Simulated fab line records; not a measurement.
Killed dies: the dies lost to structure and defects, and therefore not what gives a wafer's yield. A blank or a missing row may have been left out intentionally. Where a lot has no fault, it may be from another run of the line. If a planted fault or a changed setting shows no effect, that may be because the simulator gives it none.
Which of the tools did it? || flow gf180mcu || 12 lots, 36 wafers sampled, at 5 steps of a route of 602

== WHAT EACH GAUGE READ, for each wafer ==
GF_SALICIDE_THK_MEAS_05: measures by xrf.
{"lot": "L803", "measured": "day 15 03:41", "on": "filmMetro-03", "SALICIDE_TIN_THK (nm)": "20.19 20.04 19.87"}
{"lot": "L804", "measured": "day 15 08:08", "on": "filmMetro-01", "SALICIDE_TIN_THK (nm)": "19.50 19.72 19.64"}
{"lot": "L809", "measured": "day 17 14:23", "on": "filmMetro-04", "SALICIDE_TIN_THK (nm)": "19.78 19.87 19.64"}
{"lot": "L810", "measured": "day 18 12:32", "on": "filmMetro-04", "SALICIDE_TIN_THK (nm)": "19.80 20.02 20.32"}
{"lot": "L811", "measured": "day 18 23:25", "on": "filmMetro-01", "SALICIDE_TIN_THK (nm)": "19.86 19.72 19.95"}
{"lot": "L816", "measured": "day 20 08:32", "on": "filmMetro-01", "SALICIDE_TIN_THK (nm)": "19.94 19.74 19.83"}
{"lot": "L815", "measured": "day 20 10:28", "on": "filmMetro-01", "SALICIDE_TIN_THK (nm)": "19.89 19.99 19.88"}
{"lot": "L821", "measured": "day 21 23:04", "on": "filmMetro-04", "SALICIDE_TIN_THK (nm)": "20.51 20.30 20.67"}
{"lot": "L822", "measured": "day 22 05:10", "on": "filmMetro-01", "SALICIDE_TIN_THK (nm)": "19.66 19.83 19.77"}
{"lot": "L823", "measured": "day 22 09:08", "on": "filmMetro-03", "SALICIDE_TIN_THK (nm)": "20.34 20.09 20.10"}
{"lot": "L824", "measured": "day 22 15:17", "on": "filmMetro-01", "SALICIDE_TIN_THK (nm)": "20.00 20.15 19.67"}
{"lot": "L825", "measured": "day 23 00:32", "on": "filmMetro-04", "SALICIDE_TIN_THK (nm)": "19.88 19.87 19.74"}

GF_CONTACT_THK_MEAS_01.
{"lot": "L803", "measured": "day 15 04:04", "on": "filmMetro-03", "CONTACT_CVD_00_THK (nm)": "291 298 297"}
{"lot": "L804", "measured": "day 15 08:32", "on": "filmMetro-02", "CONTACT_CVD_00_THK (nm)": "299 297 296"}
{"lot": "L809", "measured": "day 17 14:47", "on": "filmMetro-03", "CONTACT_CVD_00_THK (nm)": "297 296 297"}
{"lot": "L810", "measured": "day 18 12:55", "on": "filmMetro-03", "CONTACT_CVD_00_THK (nm)": "299 298 299"}
{"lot": "L811", "measured": "day 18 23:49", "on": "filmMetro-01", "CONTACT_CVD_00_THK (nm)": "305 296 299"}
{"lot": "L816", "measured": "day 20 09:02", "on": "filmMetro-02", "CONTACT_CVD_00_THK (nm)": "298 294 298"}
{"lot": "L815", "measured": "day 20 10:58", "on": "filmMetro-01", "CONTACT_CVD_00_THK (nm)": "292 303 299"}
{"lot": "L821", "measured": "day 21 23:28", "on": "filmMetro-01", "CONTACT_CVD_00_THK (nm)": "302 300 300"}
{"lot": "L822", "measured": "day 22 05:34", "on": "filmMetro-01", "CONTACT_CVD_00_THK (nm)": "292 293 298"}
{"lot": "L823", "measured": "day 22 09:32", "on": "filmMetro-02", "CONTACT_CVD_00_THK (nm)": "301 298 302"}
{"lot": "L824", "measured": "day 22 15:40", "on": "filmMetro-02", "CONTACT_CVD_00_THK (nm)": "293 293 290"}
{"lot": "L825", "measured": "day 23 00:57", "on": "filmMetro-01", "CONTACT_CVD_00_THK (nm)": "299 296 293"}

GF_CONTACT_RS_MEAS_25: the measuring method here is four-point-probe.
{"lot": "L803", "measured": "day 16 03:13", "on": "filmMetro-03", "CONTACT_W_RS (ohm/sq)": "0.387 0.383 0.390"}
{"lot": "L804", "measured": "day 16 08:19", "on": "filmMetro-03", "CONTACT_W_RS (ohm/sq)": "0.384 0.390 0.389"}
{"lot": "L809", "measured": "day 18 15:38", "on": "filmMetro-02", "CONTACT_W_RS (ohm/sq)": "0.387 0.388 0.392"}
{"lot": "L810", "measured": "day 19 15:20", "on": "filmMetro-03", "CONTACT_W_RS (ohm/sq)": "0.386 0.385 0.380"}
{"lot": "L811", "measured": "day 20 01:35", "on": "filmMetro-03", "CONTACT_W_RS (ohm/sq)": "0.379 0.384 0.378"}
{"lot": "L816", "measured": "day 21 11:37", "on": "filmMetro-03", "CONTACT_W_RS (ohm/sq)": "0.387 0.387 0.382"}
{"lot": "L815", "measured": "day 21 12:45", "on": "filmMetro-03", "CONTACT_W_RS (ohm/sq)": "0.387 0.389 0.381"}
{"lot": "L821", "measured": "day 23 00:37", "on": "filmMetro-02", "CONTACT_W_RS (ohm/sq)": "0.377 0.378 0.376"}
{"lot": "L822", "measured": "day 23 06:01", "on": "filmMetro-02", "CONTACT_W_RS (ohm/sq)": "0.385 0.386 0.381"}
{"lot": "L823", "measured": "day 23 09:46", "on": "filmMetro-01", "CONTACT_W_RS (ohm/sq)": "0.384 0.376 0.386"}
{"lot": "L824", "measured": "day 23 16:05", "on": "filmMetro-03", "CONTACT_W_RS (ohm/sq)": "0.379 0.383 0.382"}
{"lot": "L825", "measured": "day 24 01:07", "on": "filmMetro-02", "CONTACT_W_RS (ohm/sq)": "0.382 0.381 0.378"}

GF_M1_RS_MEAS_05: the measuring method here is four-point-probe.
{"lot": "L803", "measured": "day 16 04:15", "on": "filmMetro-04", "M1_ALCU_RS (ohm/sq)": "0.0696 0.0701 0.0703"}
{"lot": "L804", "measured": "day 16 09:04", "on": "filmMetro-02", "M1_ALCU_RS (ohm/sq)": "0.0694 0.0700 0.0699"}
{"lot": "L809", "measured": "day 18 16:22", "on": "filmMetro-04", "M1_ALCU_RS (ohm/sq)": "0.0693 0.0710 0.0695 0.0693 0.0709 0.0695"}
{"lot": "L810", "measured": "day 19 16:02", "on": "filmMetro-03", "M1_ALCU_RS (ohm/sq)": "0.0702 0.0706 0.0714 0.0703 0.0708 0.0712"}
{"lot": "L811", "measured": "day 20 02:17", "on": "filmMetro-03", "M1_ALCU_RS (ohm/sq)": "0.0678 0.0686 0.0685 0.0678 0.0684 0.0685"}
{"lot": "L816", "measured": "day 21 12:19", "on": "filmMetro-03", "M1_ALCU_RS (ohm/sq)": "0.0701 0.0695 0.0700"}
{"lot": "L815", "measured": "day 21 13:27", "on": "filmMetro-04", "M1_ALCU_RS (ohm/sq)": "0.0690 0.0704 0.0695"}
{"lot": "L821", "measured": "day 23 01:19", "on": "filmMetro-04", "M1_ALCU_RS (ohm/sq)": "0.0695 0.0697 0.0697"}
{"lot": "L822", "measured": "day 23 06:43", "on": "filmMetro-04", "M1_ALCU_RS (ohm/sq)": "0.0689 0.0697 0.0690"}
{"lot": "L823", "measured": "day 23 10:28", "on": "filmMetro-03", "M1_ALCU_RS (ohm/sq)": "0.0703 0.0686 0.0685"}
{"lot": "L824", "measured": "day 23 16:49", "on": "filmMetro-04", "M1_ALCU_RS (ohm/sq)": "0.0702 0.0711 0.0700"}
{"lot": "L825", "measured": "day 24 01:49", "on": "filmMetro-04", "M1_ALCU_RS (ohm/sq)": "0.0703 0.0690 0.0690"}

== EACH LOT AND THE TOOL THAT RAN IT (in order: tool; ch and the chambers of the sampled wafers; start) ==
{"lot": "L803", "GF_M1_SPUTTER_01": "pvdSputter-01, day 16 04:05"}
{"lot": "L804", "GF_M1_SPUTTER_01": "pvdSputter-01, day 16 08:54"}
{"lot": "L809", "GF_M1_SPUTTER_01": "pvdSputter-03, day 18 16:13"}
{"lot": "L810", "GF_M1_SPUTTER_01": "pvdSputter-01, day 19 15:55"}
{"lot": "L811", "GF_M1_SPUTTER_01": "pvdSputter-04, day 20 02:08"}
{"lot": "L816", "GF_M1_SPUTTER_01": "pvdSputter-01, day 21 12:12"}
{"lot": "L815", "GF_M1_SPUTTER_01": "pvdSputter-03, day 21 13:19"}
{"lot": "L821", "GF_M1_SPUTTER_01": "pvdSputter-01, day 23 01:12"}
{"lot": "L822", "GF_M1_SPUTTER_01": "pvdSputter-04, day 23 06:36"}
{"lot": "L823", "GF_M1_SPUTTER_01": "pvdSputter-04, day 23 10:21"}
{"lot": "L824", "GF_M1_SPUTTER_01": "pvdSputter-01, day 23 16:40"}
{"lot": "L825", "GF_M1_SPUTTER_01": "pvdSputter-04, day 24 01:41"}
- GF_M1_SPUTTER_01: material TiN, target thk 30 nm, time 25 s.

== AS READ BY THE TOOLS THEMSELVES (means over the sampled wafers that have a number; for cases with no such wafer, the mark the record gives instead) ==
GF_M1_SPUTTER_01.
{"lot": "L803", "tool": "pvdSputter-01", "cathodeDcPowerW (W)": 6499.9, "chamberPressurePa (Pa)": 0.4001, "throttleValvePct (%)": 29.5}
{"lot": "L804", "tool": "pvdSputter-01", "cathodeDcPowerW (W)": 6500.3, "chamberPressurePa (Pa)": 0.3999, "throttleValvePct (%)": 29.3}
{"lot": "L809", "tool": "pvdSputter-03", "cathodeDcPowerW (W)": "-", "chamberPressurePa (Pa)": "-", "throttleValvePct (%)": "-"}
{"lot": "L810", "tool": "pvdSputter-01", "cathodeDcPowerW (W)": "-", "chamberPressurePa (Pa)": "-", "throttleValvePct (%)": "-"}
{"lot": "L811", "tool": "pvdSputter-04", "cathodeDcPowerW (W)": "-", "chamberPressurePa (Pa)": "-", "throttleValvePct (%)": "-"}
{"lot": "L816", "tool": "pvdSputter-01", "cathodeDcPowerW (W)": 6499.9, "chamberPressurePa (Pa)": 0.4000, "throttleValvePct (%)": 29.4}
{"lot": "L815", "tool": "pvdSputter-03", "cathodeDcPowerW (W)": 6498.8, "chamberPressurePa (Pa)": 0.4002, "throttleValvePct (%)": 29.7}
{"lot": "L821", "tool": "pvdSputter-01", "cathodeDcPowerW (W)": 6500.7, "chamberPressurePa (Pa)": 0.4005, "throttleValvePct (%)": 30.2}
{"lot": "L822", "tool": "pvdSputter-04", "cathodeDcPowerW (W)": 6499.2, "chamberPressurePa (Pa)": 0.4000, "throttleValvePct (%)": 30.1}
{"lot": "L823", "tool": "pvdSputter-04", "cathodeDcPowerW (W)": 6500.3, "chamberPressurePa (Pa)": 0.3999, "throttleValvePct (%)": 30.1}
{"lot": "L824", "tool": "pvdSputter-01", "cathodeDcPowerW (W)": 6500.5, "chamberPressurePa (Pa)": 0.3998, "throttleValvePct (%)": 29.7}
{"lot": "L825", "tool": "pvdSputter-04", "cathodeDcPowerW (W)": 6501.0, "chamberPressurePa (Pa)": 0.3998, "throttleValvePct (%)": 30.5}

== THE ANSWER, worked out from the rows above alone ==
Rule: usual is defined by the lots themselves. Put in order of their means at a reading, lots are off if they are a third of the lots or fewer, leave a main group of 4 or more, and stand apart from it by a gap of 3 or more times the standard deviation of the main group's means; of several such gaps the widest counts. Not used: any main group whose means are identical at the precision the tables above print for the reading. A lot without any number at a reading at which 4 lots or more have one is off too. The other lots that the step has rows for count as sound. After the gauges, taken in route order, come the tools' own readings; for these a lot's mean is taken, as printed above. At the first step where some lot is off, the reading lying furthest off is the one used; lots without a number count as furthest.
Off: L809, L810, L811, at GF_M1_SPUTTER_01 (cathodeDcPowerW). Without a number there: L809, L810, L811. The main group: mean 6500.1 W, standard deviation 0.66.
If a tool, at that step or one of the process steps before it, ran each lot that is off and ran no sound lot following the first of them, it fits. Of those tried, none fits.

== WHAT THE SIMULATOR PUT IN ==
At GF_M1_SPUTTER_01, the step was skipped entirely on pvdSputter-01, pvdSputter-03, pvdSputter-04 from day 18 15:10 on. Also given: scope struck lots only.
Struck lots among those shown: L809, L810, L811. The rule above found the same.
